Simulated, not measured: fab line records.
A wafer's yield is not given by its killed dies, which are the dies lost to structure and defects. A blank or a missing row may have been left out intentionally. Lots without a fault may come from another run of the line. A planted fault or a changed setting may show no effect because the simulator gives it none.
Which tool did it?    flow sfq_line    Sampling: 13 lots, 39 wafers, 2 of 325 route steps

== WHAT EACH GAUGE READ, for each wafer ==
SFQ_M4_RS_MEAS_924: measurement is done with a four-point probe. Usual: M4_NB_RS typically reads 0.885 ohm/sq, with standard deviation 0.012.
lot   measured      on             M4_NB_RS (ohm/sq)  flag
L956  day 41 03:34  film_metro-03  0.878 0.900 0.876  
L958  day 41 11:26  film_metro-02  0.874 0.883 1.032  OFF
L965  day 44 17:10  film_metro-02  0.872 0.878 0.902  
L967  day 44 19:34  film_metro-02  0.862 0.869 0.868  
L969  day 44 23:11  film_metro-01  0.886 0.889 0.891  
L970  day 45 00:22  film_metro-03  0.902 0.867 0.881  
L972  day 45 04:04  film_metro-03  0.896 0.897 0.893  
L973  day 45 05:14  film_metro-02  0.869 0.863 0.868  
L974  day 50 05:14  film_metro-02  0.893 0.904 0.894  
L975  day 51 05:33  film_metro-01  0.874 0.884 0.879  
L976  day 51 07:21  film_metro-01  0.882 0.877 0.878  
L977  day 51 13:43  film_metro-01  0.871 0.872 0.881  
L978  day 53 01:35  film_metro-02  0.895 0.890 0.896  

== WHAT TOOL EACH LOT RAN ON (gives the tool, then ch and the chambers of the sampled wafers, and finally the start) ==
lot   SFQ_TRILAYER_M4_DEP_SPUTTER_091
L956  pvd_sputter-06, day 41 03:27
L958  pvd_sputter-06, day 41 11:20
L965  pvd_sputter-06, day 44 17:03
L967  pvd_sputter-05, day 44 19:27
L969  pvd_sputter-04, day 44 23:03
L970  pvd_sputter-06, day 45 00:15
L972  pvd_sputter-04, day 45 03:57
L973  pvd_sputter-06, day 45 05:09
L974  pvd_sputter-04, day 50 05:07
L975  pvd_sputter-04, day 51 05:28
L976  pvd_sputter-06, day 51 07:16
L977  pvd_sputter-06, day 51 13:36
L978  pvd_sputter-04, day 53 01:28
- SFQ_TRILAYER_M4_DEP_SPUTTER_091: material Nb, target thk 200 nm, time 133.3 s.

== AS READ BY THE TOOLS THEMSELVES (means over the sampled wafers that have a number; for cases with no such wafer, the mark the record gives instead) ==
SFQ_TRILAYER_M4_DEP_SPUTTER_091. Usual: 29.3 % for throttle_valve_pct, sd 1.
lot   tool            throttle_valve_pct (%)  flag
L956  pvd_sputter-06  28.8                    
L958  pvd_sputter-06  29.1                    
L965  pvd_sputter-06  29.0                    
L967  pvd_sputter-05  29.1                    
L969  pvd_sputter-04  29.9                    
L970  pvd_sputter-06  28.9                    
L972  pvd_sputter-04  29.1                    
L973  pvd_sputter-06  29.8                    
L974  pvd_sputter-04  28.3                    
L975  pvd_sputter-04  29.0                    
L976  pvd_sputter-06  29.0                    
L977  pvd_sputter-06  29.1                    
L978  pvd_sputter-04  30.2                    

== THE ANSWER, worked out from the rows above alone ==
Rule: lot off if the mean of its wafers having a number is beyond 3 standard deviations from the usual mean. Also off: a lot with no number at a reading for which 4 or more lots have one. All remaining lots with rows at the step are treated as sound. After the gauges, taken in route order, come the tools' own readings; for these a lot's mean is taken, as printed above. The first step at which some lot is off is used, and at that step the reading that is off furthest; a lot without a number counts as furthest.
Off: at SFQ_M4_RS_MEAS_924 (M4_NB_RS), L958.
A tool fits if, at a process step before that reading, it ran every lot that is off, and no sound lot after the first of them. Gauges at SFQ_M4_RS_MEAS_924: tried the same way as those tools. Of those tried, none fits.

== WHAT THE SIMULATOR HAD PUT IN ==
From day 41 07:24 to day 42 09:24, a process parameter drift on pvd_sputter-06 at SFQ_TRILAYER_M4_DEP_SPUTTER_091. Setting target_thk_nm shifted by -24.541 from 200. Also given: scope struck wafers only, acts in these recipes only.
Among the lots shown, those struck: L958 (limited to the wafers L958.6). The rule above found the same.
